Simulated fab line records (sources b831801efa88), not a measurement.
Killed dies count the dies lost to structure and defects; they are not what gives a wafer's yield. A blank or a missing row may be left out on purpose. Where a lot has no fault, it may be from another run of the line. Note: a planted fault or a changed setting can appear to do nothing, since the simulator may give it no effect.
Matching of chambers -- flow gf180mcu -- GF_V2_ETCH_16 on rie_diel-02: 4 sister chambers
The step etches BARC in N2/H2. 22 wafers are shown with their chamber, then 11 later ones without.

WAFERS, EACH WITH ITS CHAMBER
wafer,chamber,drypump_motor_current_A (A),oes_product_au (a.u.),throttle_valve_pct (%)
L076.1,3,5.72,0.852,13.231
L076.4,0,5.42,0.853,13.232
L076.5,2,5.62,0.857,13.222
L077.1,0,5.44,0.856,13.225
L077.3,3,5.73,0.858,13.222
L077.4,2,5.64,0.858,13.220
L082.4,3,5.72,0.855,13.215
L082.5,2,5.64,0.855,13.231
L082.6,0,5.46,0.855,13.217
L083.2,3,5.73,0.862,13.219
L083.3,0,5.41,0.857,13.220
L083.6,1,5.61,0.855,13.226
L085.3,2,5.63,0.860,13.215
L085.4,0,5.43,0.849,13.222
L085.5,1,5.59,0.853,13.216
L087.1,3,5.75,0.856,13.228
L087.3,0,5.42,0.856,13.209
L087.4,2,5.67,0.851,13.229
L089.1,0,5.43,0.853,13.235
L089.4,3,5.71,0.852,13.225
L089.6,3,5.71,0.855,13.226
L092.2,3,5.73,0.863,13.227

SIGNATURES, as means of the wafers listed above
reading,chamber 0,chamber 1,chamber 2,chamber 3,scatter within a chamber
drypump_motor_current_A,5.4300,5.6000,5.6400,5.7250,0.0156
oes_product_au,0.85414,0.85400,0.85620,0.85662,0.00344
throttle_valve_pct,13.22286,13.22100,13.22340,13.22413,0.007
Rule: distance of a wafer from a chamber = root of the sum over the readings of ((wafer's reading minus chamber's mean) / reading's scatter) squared. The wafer belongs to the nearest chamber; if the next one is less than 2 further off, it can't be placed. The scatter: the root of (the sum of the squares of (reading less its chamber's mean) over the shown wafers, divided by (wafers less chambers)).

WAFERS WITHOUT THEIR CHAMBER
wafer,drypump_motor_current_A (A),oes_product_au (a.u.),throttle_valve_pct (%)
L092.3,5.42,0.859,13.231
L092.5,5.62,0.853,13.232
L094.2,5.46,0.858,13.221
L094.3,5.60,0.850,13.243
L094.4,5.72,0.852,13.233
L095.1,5.44,0.855,13.226
L095.3,5.74,0.852,13.210
L095.6,5.76,0.857,13.230
L096.2,5.42,0.845,13.228
L096.3,5.58,0.857,13.223
L096.4,5.41,0.848,13.236

WHICH CHAMBER EACH ONE RAN IN
wafer,from the rows above,in truth
L092.3,0,0
L092.5,can't be placed: 2 or 1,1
L094.2,0,0
L094.3,can't be placed: 1 or 2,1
L094.4,3,3
L095.1,0,0
L095.3,3,3
L095.6,3,3
L096.2,0,0
L096.3,1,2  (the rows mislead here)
L096.4,0,0
8 of 11 placed correctly. Not placeable from these rows: 2 (in 2, the candidates include the true chamber). Number placed wrongly: 1.
